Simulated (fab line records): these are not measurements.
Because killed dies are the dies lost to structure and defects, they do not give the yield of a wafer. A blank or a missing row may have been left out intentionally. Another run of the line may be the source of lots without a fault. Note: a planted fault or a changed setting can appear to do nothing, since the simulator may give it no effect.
A sampling plan put to the test :: flow gf180mcu :: one fab line, 9 faults that these records tell of, each judged on the records of the lots that it struck
Plan = the line's own looks (route steps where a gauge or an inspection reads the wafer without altering it). A look is open to judgement when struck wafers have a number at it and the file gives its usual mean and standard deviation on fault-free wafers. Caught: the struck wafers' mean, at a look after the fault's first step, is 4 or more of those standard deviations (sigma) away from the usual mean. On the tool: the test repeated on the tool's own readings taken at the fault's steps. Caught also covers a different recipe on the struck wafers, or a record left blank for those wafers only.

THE FAULTS, as the simulator had put them in
1. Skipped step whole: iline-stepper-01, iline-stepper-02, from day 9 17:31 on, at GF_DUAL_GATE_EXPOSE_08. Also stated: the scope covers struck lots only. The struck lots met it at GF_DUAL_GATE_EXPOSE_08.
2. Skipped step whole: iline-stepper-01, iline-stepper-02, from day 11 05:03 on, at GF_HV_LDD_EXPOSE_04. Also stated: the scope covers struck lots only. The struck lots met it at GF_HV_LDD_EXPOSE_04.
3. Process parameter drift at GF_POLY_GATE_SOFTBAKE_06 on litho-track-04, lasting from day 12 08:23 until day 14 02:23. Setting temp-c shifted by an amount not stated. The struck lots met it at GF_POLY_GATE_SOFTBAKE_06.
4. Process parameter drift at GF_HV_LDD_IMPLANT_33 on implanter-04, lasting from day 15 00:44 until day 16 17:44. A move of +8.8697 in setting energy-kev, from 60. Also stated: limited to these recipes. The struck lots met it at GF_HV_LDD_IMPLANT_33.
5. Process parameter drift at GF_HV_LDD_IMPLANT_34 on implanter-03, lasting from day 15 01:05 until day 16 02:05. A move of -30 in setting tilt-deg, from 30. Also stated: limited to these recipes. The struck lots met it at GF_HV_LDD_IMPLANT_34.
6. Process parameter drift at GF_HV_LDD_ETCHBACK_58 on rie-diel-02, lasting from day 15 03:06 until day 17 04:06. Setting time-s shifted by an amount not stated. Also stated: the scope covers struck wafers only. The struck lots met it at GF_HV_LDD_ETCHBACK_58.
7. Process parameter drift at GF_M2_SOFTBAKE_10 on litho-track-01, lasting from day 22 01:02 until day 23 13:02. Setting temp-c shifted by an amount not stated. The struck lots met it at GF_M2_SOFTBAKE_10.
8. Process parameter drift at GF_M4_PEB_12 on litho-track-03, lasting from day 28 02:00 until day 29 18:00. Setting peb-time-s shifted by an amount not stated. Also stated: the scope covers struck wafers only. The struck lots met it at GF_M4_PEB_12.
9. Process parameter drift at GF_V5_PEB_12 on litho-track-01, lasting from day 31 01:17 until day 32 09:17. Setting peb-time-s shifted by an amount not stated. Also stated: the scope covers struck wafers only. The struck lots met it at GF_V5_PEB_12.

WHAT THE PLAN SAW
fault: 1
on the tool itself: no reading that can be judged
first look that catches it: no look after it can be judged
reading, sigma: -
median hours from its first step to that look: -
hours from the fault's start to the first struck lot there: -
judged looks passed uncaught: 0

fault: 2
on the tool itself: no reading that can be judged
first look that catches it: no look after it can be judged
reading, sigma: -
median hours from its first step to that look: -
hours from the fault's start to the first struck lot there: -
judged looks passed uncaught: 0

fault: 3
on the tool itself: heater-power-total-W -99 or beyond sigma
first look that catches it: GF_POLY_GATE_CD_MEAS_10
reading, sigma: cd-nm +23
median hours from its first step to that look: 10.2
hours from the fault's start to the first struck lot there: 14
judged looks passed uncaught: 0

fault: 4
on the tool itself: beam-energy-keV +99 or beyond sigma
first look that catches it: GF_HV_LDD_RS_MEAS_53
reading, sigma: HV_LDD_RS -9.8
median hours from its first step to that look: 26.0
hours from the fault's start to the first struck lot there: 28
judged looks passed uncaught: 0

fault: 5
on the tool itself: tilt-deg -99 or beyond sigma
first look that catches it: GF_HV_LDD_RS_MEAS_53
reading, sigma: HV_LDD_RS -37
median hours from its first step to that look: 23.2
hours from the fault's start to the first struck lot there: 37
judged looks passed uncaught: 0

fault: 6
on the tool itself: run-length-s -19 sigma
first look that catches it: not the one look that can be judged after it
reading, sigma: -
median hours from its first step to that look: -
hours from the fault's start to the first struck lot there: -
judged looks passed uncaught: 1

fault: 7
on the tool itself: heater-power-total-W -99 or beyond sigma
first look that catches it: GF_M2_CD_MEAS_14
reading, sigma: cd-nm +17
median hours from its first step to that look: 11.5
hours from the fault's start to the first struck lot there: 15
judged looks passed uncaught: 0

fault: 8
on the tool itself: heater-power-total-W +35 sigma
first look that catches it: no look after it can be judged
reading, sigma: -
median hours from its first step to that look: -
hours from the fault's start to the first struck lot there: -
judged looks passed uncaught: 0

fault: 9
on the tool itself: heater-power-total-W +58 sigma
first look that catches it: no look after it can be judged
reading, sigma: -
median hours from its first step to that look: -
hours from the fault's start to the first struck lot there: -
judged looks passed uncaught: 0
A dash: the fault isn't caught, or these records don't give the number.

Caught at a look: 4 of 9. Caught on the tool: 7 of 9. By one or the other: 7 of 9.
Caught on the tool alone: faults 6, 8, 9.
Caught by neither: faults 1, 2.

THINNER SAMPLING
Were the look that catches a fault to measure just every second or every third lot (counted by lot number), the first struck lot would, at worst, be measured this late:
fault: 3
struck lots at that look, in order of time: L168, L167
every lot: 14 h
every second lot: 17 h
every third lot: may miss all 2

fault: 4
struck lots at that look, in order of time: L527, L528
every lot: 28 h
every second lot: 50 h
every third lot: may miss all 2

fault: 5
struck lots at that look, in order of time: L413, L414
every lot: 37 h
every second lot: 47 h
every third lot: may miss all 2

fault: 7
struck lots at that look, in order of time: L270, L274
every lot: 15 h
every second lot: may miss all 2
every third lot: may miss all 2
The hour figures run from when the fault began to the first measured lot among those it struck. Since the struck wafers were tested as one group against 4 sigma, a single lot by itself may lie under the limit. Other struck lots may not be in these records.

THE LONGEST TIMED WAY FROM STEP TO LOOK
Fault 4: a median of 26.0 hours passes between GF_HV_LDD_IMPLANT_33 and GF_HV_LDD_RS_MEAS_53. No look between them can be judged.
